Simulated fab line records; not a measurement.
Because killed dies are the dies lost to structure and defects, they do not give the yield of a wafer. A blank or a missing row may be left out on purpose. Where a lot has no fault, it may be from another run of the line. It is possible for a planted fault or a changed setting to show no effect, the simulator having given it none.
The same fault as seen by 2 desks    flow sky130    each desk has only its own numbers; what lay behind them comes last

TOOL OWNER'S DESK, wet bench-02
The tool's own readings at SKY_GATE_OXIDE_CLEAN_00 (cleans in SC1/SC2, time 150 s): means of the sampled wafers that have a number, for each lot that ran on this tool. The brackets show how far a lot's mean lies from the usual mean; more than 4 standard deviations puts the lot out of limits, marked OUT.
Columns: A = run length s at SKY_GATE_OXIDE_CLEAN_00, usual 179 s
lot   first seen here  A
L274  day 14 23:17     177
L277  day 15 14:16     175
L278  day 15 23:42     78 (-27) OUT
L280  day 17 06:34     70 (-29) OUT
This desk's finding: out of limits on L278, L280; first on L278, day 15 23:42 (run length s at SKY_GATE_OXIDE_CLEAN_00). Within limits: L274, L277.

FROM THE METROLOGY DESK
What the gauges read for every lot (on any tool): the sampled wafers with a number, averaged. The brackets show how far a lot's mean lies from the usual mean; more than 4 standard deviations puts the lot out of limits, marked OUT.
Columns: A = cd nm at SKY_SONOS_ONO_CD_MEAS_13, usual 410.0 nm; B = SONOS_ONO_OVL at SKY_SONOS_ONO_OVL_MEAS_14, usual 0.2 nm; C = GATE_OXIDE_OXIDATION_00_THK at SKY_GATE_OXIDE_THK_MEAS_02, usual 10.12 nm; D = GATE_OXIDE_OVL at SKY_GATE_OXIDE_OVL_MEAS_10, usual -0.6 nm; E = GATE_OXIDE_TW at SKY_GATE_OXIDE_TW_MEAS_14, usual 224
lot   first seen here  A      B     C      D     E
L274  day 14 22:52     409.0  0.8   10.38  -1.0  228
L277  day 15 13:51     409.5  0.3   10.13  -0.1  228
L278  day 15 23:16     409.1  -0.5  10.26  -2.5  224
L280  day 17 06:09     410.3  1.2   9.91   -0.9  218
L284  day 18 10:17     413.2  0.5   10.11  1.2   217
L291  day 20 14:05     410.3  2.3   10.15  -1.0  228
This desk's verdict: no lot among the 6 shows anything out of limits.

PUT TOGETHER
The tool owner's desk could have raised an alarm at day 15 23:42, on L278, L280.
The metrology desk saw nothing out of limits.
The metrology desk has L278, L280 on record, within its limits.
SKY_GATE_OXIDE_CLEAN_00 was run on wet bench-02 by each of the lots named.

WHAT THE SIMULATOR PUT IN
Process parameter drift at SKY_GATE_OXIDE_CLEAN_00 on wet bench-02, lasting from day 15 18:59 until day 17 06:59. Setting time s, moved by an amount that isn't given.
Struck lots among those shown: L278, L280.
Time in hours from fault onset to the first out-of-limits reading at each desk: the tool owner's desk, 5.
